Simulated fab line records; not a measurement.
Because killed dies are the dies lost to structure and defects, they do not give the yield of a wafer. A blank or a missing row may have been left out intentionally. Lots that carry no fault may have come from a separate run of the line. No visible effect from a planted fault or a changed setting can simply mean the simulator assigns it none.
Which tool is to blame?    flow sky130    Sampling: 24 lots, 72 wafers, 3 of 708 route steps

## WHAT THE GAUGES READ, wafer by wafer
SKY_LDD_P_OVL_MEAS_08.
lot   measured      on          LDD_P_OVL (nm)
L074  day 18 16:38  overlay-02  -0.2 0.6 -0.1
L075  day 19 09:46  overlay-02  0.5 1.5 1.0
L076  day 19 20:01  overlay-02  0.5 0.7 0.6
L077  day 20 06:08  overlay-01  2.1 1.3 0.6
L078  day 20 23:04  overlay-01  0.9 0.5 -0.4
L079  day 21 10:56  overlay-02  3.0 0.6 1.3
L080  day 21 19:47  overlay-02  -0.6 -1.2 1.7
L081  day 21 20:57  overlay-01  -2.1 -1.6 -2.4
L082  day 22 07:57  overlay-02  1.8 2.6 2.0
L083  day 22 17:05  overlay-01  0.9 1.6 1.0
L084  day 23 09:01  overlay-01  -0.6 -2.8 -1.7
L085  day 23 11:55  overlay-02  1.5 -0.3 -1.5
L086  day 23 16:45  overlay-02  -0.8 -1.9 -1.2
L087  day 24 01:56  overlay-02  -1.6 -1.5 -2.4
L088  day 24 08:08  overlay-01  -0.3 -0.9 -0.3
L089  day 24 18:35  overlay-01  1.0 0.1 0.9
L090  day 24 22:17  overlay-02  -0.9 -3.6 -1.8
L091  day 25 06:47  overlay-01  -3.5 -2.2 -0.4
L092  day 25 17:53  overlay-01  0.8 -1.2 1.2
L093  day 26 02:11  overlay-02  -0.1 0.5 0.2
L094  day 26 04:45  overlay-01  -1.5 -1.1 -1.2
L095  day 26 18:01  overlay-02  0.3 -1.5 -0.5
L096  day 26 21:47  overlay-02  4.2 4.9 3.7
L097  day 27 08:28  overlay-01  -0.6 0.5 0.2

## TOOL THAT RAN EACH LOT (tool first, then ch and the chambers of the sampled wafers, then the start)
lot   SKY_SONOS_ONO_STRIP_17                SKY_RES_PROTECT_STRIP_07
L074  plasma-asher-02 ch 0,1, day 12 12:05  plasma-asher-02 ch 0,1, day 14 20:12
L075  plasma-asher-04 ch 1, day 12 23:43    plasma-asher-03 ch 1, day 15 10:42
L076  plasma-asher-04 ch 0,1, day 13 07:56  plasma-asher-02 ch 0,1, day 15 18:35
L077  plasma-asher-04 ch 0,1, day 13 16:32  plasma-asher-03 ch 0,1, day 16 06:24
L078  plasma-asher-02 ch 0,1, day 14 00:40  plasma-asher-02 ch 0,1, day 16 18:35
L079  plasma-asher-04 ch 0,1, day 14 15:43  plasma-asher-02 ch 1, day 17 07:31
L080  plasma-asher-04 ch 0,1, day 14 22:04  plasma-asher-01 ch 0,1, day 17 14:31
L081  plasma-asher-02 ch 0,1, day 14 23:55  plasma-asher-02 ch 0,1, day 17 14:13
L082  plasma-asher-04 ch 0,1, day 15 08:51  plasma-asher-03 ch 0,1, day 18 02:10
L083  plasma-asher-04 ch 0,1, day 15 17:41  plasma-asher-01 ch 0,1, day 18 11:56
L084  plasma-asher-04 ch 0,1, day 16 07:03  plasma-asher-01 ch 0,1, day 19 03:12
L085  plasma-asher-03 ch 0, day 16 11:20    plasma-asher-03 ch 0,1, day 19 07:36
L086  plasma-asher-02 ch 0,1, day 16 16:48  plasma-asher-02 ch 0, day 19 12:58
L087  plasma-asher-03 ch 0,1, day 17 02:37  plasma-asher-03 ch 0,1, day 19 22:14
L088  plasma-asher-02 ch 0,1, day 17 09:51  plasma-asher-03 ch 0,1, day 20 04:48
L089  plasma-asher-04 ch 0,1, day 17 18:19  plasma-asher-01 ch 0,1, day 20 15:40
L090  plasma-asher-03 ch 1, day 18 00:43    plasma-asher-02 ch 0,1, day 20 20:41
L091  plasma-asher-03 ch 0,1, day 18 10:20  plasma-asher-02 ch 0,1, day 21 06:24
L092  plasma-asher-02 ch 0,1, day 18 21:29  plasma-asher-03 ch 0,1, day 21 17:49
L093  plasma-asher-02 ch 0,1, day 19 04:05  plasma-asher-02 ch 0,1, day 22 02:16
L094  plasma-asher-03 ch 0,1, day 19 09:05  plasma-asher-02 ch 0,1, day 22 05:16
L095  plasma-asher-03 ch 0,1, day 19 20:59  plasma-asher-03 ch 0,1, day 22 18:19
L096  plasma-asher-02 ch 0,1, day 20 02:41  plasma-asher-02 ch 0,1, day 22 22:45
L097  plasma-asher-04 ch 0,1, day 20 13:28  plasma-asher-03 ch 0,1, day 23 09:25
- SKY_SONOS_ONO_STRIP_17: strips in O2/N2.
- SKY_RES_PROTECT_STRIP_07: strips in O2/N2.

## AS READ BY THE TOOLS THEMSELVES (means over the sampled wafers that have a number; for cases with no such wafer, the mark the record gives instead)
SKY_SONOS_ONO_STRIP_17.
lot   tool             chamber-pressure-mTorr (mTorr)  drypump-motor-current-A (A)  oes-product-au (a.u.)  strip-time-to-endpoint-s (s)
L074  plasma-asher-02  1500.4                          5.54                         0.712                  14.03
L075  plasma-asher-04  1500.0                          5.94                         0.714                  14.06
L076  plasma-asher-04  1499.9                          5.82                         0.712                  14.10
L077  plasma-asher-04  1500.3                          5.82                         0.715                  14.12
L078  plasma-asher-02  1500.5                          5.50                         0.706                  14.08
L079  plasma-asher-04  1500.9                          5.75                         0.710                  14.01
L080  plasma-asher-04  1500.7                          5.83                         0.707                  14.12
L081  plasma-asher-02  1499.9                          5.49                         0.707                  14.07
L082  plasma-asher-04  1501.5                          5.82                         0.709                  14.11
L083  plasma-asher-04  1499.0                          5.81                         0.710                  14.10
L084  plasma-asher-04  1499.5                          5.73                         0.708                  14.12
L085  plasma-asher-03  1500.3                          5.12                         0.710                  14.10
L086  plasma-asher-02  1501.2                          5.54                         0.715                  14.08
L087  plasma-asher-03  1500.7                          5.72                         0.712                  14.04
L088  plasma-asher-02  1500.9                          5.52                         0.709                  14.09
L089  plasma-asher-04  1500.1                          5.78                         0.709                  14.08
L090  plasma-asher-03  1500.6                          6.00                         0.709                  14.07
L091  plasma-asher-03  1499.7                          5.72                         0.708                  14.12
L092  plasma-asher-02  1498.0                          5.49                         0.715                  14.09
L093  plasma-asher-02  1499.9                          5.48                         0.715                  14.06
L094  plasma-asher-03  1500.8                          5.43                         0.711                  14.10
L095  plasma-asher-03  1500.3                          5.43                         0.708                  14.07
L096  plasma-asher-02  1500.5                          5.55                         0.708                  14.17
L097  plasma-asher-04  1500.1                          5.79                         0.709                  14.02

SKY_RES_PROTECT_STRIP_07.
lot   tool             chamber-pressure-mTorr (mTorr)  drypump-motor-current-A (A)  oes-product-au (a.u.)  strip-time-to-endpoint-s (s)
L074  plasma-asher-02  1499.5                          5.5                          0.516                  23.27
L075  plasma-asher-03  1499.5                          6.0                          0.518                  23.29
L076  plasma-asher-02  1499.9                          5.5                          0.517                  23.27
L077  plasma-asher-03  1499.4                          5.5                          0.521                  23.29
L078  plasma-asher-02  1501.0                          5.5                          0.518                  23.31
L079  plasma-asher-02  1498.9                          5.5                          0.518                  23.26
L080  plasma-asher-01  1501.2                          5.8                          0.516                  23.29
L081  plasma-asher-02  1499.0                          5.5                          0.513                  23.22
L082  plasma-asher-03  1500.5                          5.7                          0.513                  23.33
L083  plasma-asher-01  1499.9                          5.8                          0.513                  23.27
L084  plasma-asher-01  1501.2                          6.1                          0.516                  23.26
L085  plasma-asher-03  1500.4                          5.7                          0.516                  23.30
L086  plasma-asher-02  1500.2                          5.6                          0.520                  23.32
L087  plasma-asher-03  1500.3                          5.7                          0.515                  23.29
L088  plasma-asher-03  1500.9                          5.7                          0.519                  23.32
L089  plasma-asher-01  1499.7                          5.8                          0.518                  23.36
L090  plasma-asher-02  1500.4                          5.5                          0.520                  23.28
L091  plasma-asher-02  1499.6                          5.5                          0.516                  23.22
L092  plasma-asher-03  1500.4                          5.4                          0.513                  23.28
L093  plasma-asher-02  1499.9                          5.5                          0.519                  23.27
L094  plasma-asher-02  1499.0                          5.5                          0.517                  23.34
L095  plasma-asher-03  1501.2                          5.4                          0.516                  23.37
L096  plasma-asher-02  1499.7                          5.5                          0.518                  23.29
L097  plasma-asher-03  1501.0                          5.7                          0.518                  23.31

## THE ANSWER, worked out from the rows above alone
Rule: the usual values come from the lots themselves. Put in order of their means at a reading, lots are off if they are a third of the lots or fewer, leave a main group of 4 or more, and stand apart from it by a gap of 3 or more times the standard deviation of the main group's means; of several such gaps the widest counts. If all means in a main group match to the digits the tables above print for the reading, that group is not used. A lot without any number at a reading at which 4 lots or more have one is off too. Any other lot the step has rows for is counted as sound. First the gauges in route order, then the tools' own readings, where a lot's mean is used as printed above. The first step at which some lot is off is used, and at that step the reading that is off furthest; a lot without a number counts as furthest.
Nothing can be told from this: no lot is off at any reading shown.

## WHAT HAD BEEN PUT IN BY THE SIMULATOR
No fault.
